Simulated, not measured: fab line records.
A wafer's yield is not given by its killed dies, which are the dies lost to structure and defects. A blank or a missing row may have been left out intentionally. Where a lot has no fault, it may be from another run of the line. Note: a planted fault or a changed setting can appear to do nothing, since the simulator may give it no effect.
Which tool was responsible? + flow sky130 + Sampling: 6 lots, 18 wafers, 3 of 708 route steps

## WHAT THE GAUGES SHOWED, per wafer
SKY_METAL5_THK_MEAS_06: measures by xrf.
| lot  | measured     | on           | METAL5_ALCU_THK (nm) |
|------|--------------|--------------|----------------------|
| L961 | day 43 17:07 | filmMetro-02 | 1145 1137 1145       |
| L965 | day 44 21:47 | filmMetro-01 | 1162 1167 1178       |
| L970 | day 46 00:43 | filmMetro-01 | 1174 1167 1168       |
| L971 | day 46 07:44 | filmMetro-03 | 1159 1160 1155       |
| L974 | day 46 23:23 | filmMetro-01 | 1151 1150 1154       |
| L979 | day 47 21:54 | filmMetro-01 | 1173 1185 1184       |

## TOOL THAT RAN EACH LOT (tool first, then ch and the chambers of the sampled wafers, then the start)
| lot  | SKY_METAL1_ETCH_18               | SKY_METAL5_SPUTTER_00       |
|------|----------------------------------|-----------------------------|
| L961 | rieMetal-01 ch 0,1, day 33 19:12 | pvdSputter-04, day 43 16:50 |
| L965 | rieMetal-01 ch 0,1, day 35 04:09 | pvdSputter-03, day 44 21:30 |
| L970 | rieMetal-01 ch 0,1, day 36 12:59 | pvdSputter-03, day 46 00:25 |
| L971 | rieMetal-02 ch 0, day 36 16:51   | pvdSputter-03, day 46 07:27 |
| L974 | rieMetal-02 ch 0,1, day 37 18:12 | pvdSputter-04, day 46 23:05 |
| L979 | rieMetal-01 ch 0,1, day 38 20:34 | pvdSputter-01, day 47 21:35 |
- SKY_METAL1_ETCH_18: etches BARC in N2/H2, stops on SiO2, time 45.9 s, target depth 60 nm.
- SKY_METAL5_SPUTTER_00: material Ti, target thk 15 nm, time 10 s.

## THE ANSWER, worked out from the rows above alone
Rule: usual is defined by the lots themselves. The widest of any qualifying gaps counts: lots, ordered by their means at a reading, are off when they make up no more than a third of the lots, leave a main group of 4 or more, and stand apart from it by 3 or more times the standard deviation of that group's means. If all means in a main group match to the digits the tables above print for the reading, that group is not used. Also off: a lot with no number at a reading for which 4 or more lots have one. Any other lot the step has rows for is counted as sound.
None of the lots is off at any reading shown; this tells nothing.

## WHAT THE SIMULATOR HAD INSERTED
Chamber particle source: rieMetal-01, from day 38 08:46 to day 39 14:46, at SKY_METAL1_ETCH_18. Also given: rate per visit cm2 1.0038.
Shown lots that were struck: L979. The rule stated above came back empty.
